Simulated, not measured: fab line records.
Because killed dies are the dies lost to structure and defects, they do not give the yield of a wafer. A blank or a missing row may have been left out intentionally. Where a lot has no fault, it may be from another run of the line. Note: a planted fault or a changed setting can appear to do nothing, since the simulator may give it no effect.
Code-filled problem report in 8D (eight disciplines) form || flow sky130 || the parts of the form that need people (team, actions taken, sign-off) are left out

== 1. THE ISSUE ==
Wafers without a fault read 3000.1 rpm, standard deviation 2; spin speed rpm at SKY_LOCAL_INTERCONNECT_COAT_06 reads a mean of 2950.8 rpm on 6 wafers belonging to 2 lots. Measured from the usual mean, that is -25 standard deviations.
The step: resist thk 450 nm.
First observed at day 32 19:00: wafer L146.1, on litho track-04. The record holds 39 wafers of 13 lots with a number at this step. Rule for "out" (also "out of limits"): further than 4 standard deviations from the usual mean. The rest of the wafers with a number are treated as sound.

== 2. WHAT IT IS; WHAT IT IS NOT ==
{"question": "which readings at this step", "is": "spin speed rpm", "is not": "-"}
{"question": "which lots", "is": "L146, L150", "is not": "L137, L138, L141, L142, L144, L145, L147, L149, L158, L159, L160"}
{"question": "which wafers of those lots", "is": "all that have a number", "is not": "-"}
{"question": "read on which tools", "is": "litho track-04", "is not": "litho track-01, litho track-03"}
{"question": "when", "is": "from day 32 19:00", "is not": "up to then (18 sound wafers); but 15 sound wafers of L147, L149, L158, L159, L160 came after"}

== 3. SUSPECTS, AND WHAT RULES EACH OUT ==
Counting: a tool at a process step up to the reading stays a suspect if it ran every lot that is out and no sound lot after the first of them.
- pvd sputter-01 at SKY_LI_CONTACT_SPUTTER_20 (material TiN, target thk 20 nm, time 80 s): kept. All lots that are out passed through it, beginning with L146 at day 32 04:56, and no sound lot followed; its final sound lot before that point was L145 at day 32 03:56.
- litho track-04 at SKY_LOCAL_INTERCONNECT_COAT_06 (resist thk 450 nm): ruled out as a lasting fault. After its first lot that is out, L146 (day 32 19:00), sound lots L159, L160 ran on it.
After counting, what remains is pvd sputter-01 at SKY_LI_CONTACT_SPUTTER_20.

== 4. THE CAUSE (what the simulator had put in) ==
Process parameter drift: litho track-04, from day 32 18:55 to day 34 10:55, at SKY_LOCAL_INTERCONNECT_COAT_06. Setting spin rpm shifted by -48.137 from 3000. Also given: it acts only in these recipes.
Counting ruled it out, wrongly.

== 5. THE CHAIN OF EFFECTS, in route order ==
Rows list readings where the struck wafers' mean (over those with a number) sits beyond 3 standard deviations from the usual. Only readings whose record carries a usual standard deviation are examined. hours: median over the lots of the time between each lot's start at the first step of this table that gives one and its start at this step. sigmas: the change, counted in usual standard deviations.
{"hours": 0, "step": "SKY_LOCAL_INTERCONNECT_COAT_06", "reading": "spin speed rpm", "usual": "3000.1 rpm", "on struck wafers": 2950.8, "change": -49.3, "sigmas": -25}
The process steps in it:
- SKY_LOCAL_INTERCONNECT_COAT_06: resist thk 450 nm.

== 6. HOW IT WOULD HAVE BEEN CAUGHT EARLIER ==
In this record no reading fell out of limits until day 32 19:00, 0 hours after the fault had begun at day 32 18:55.
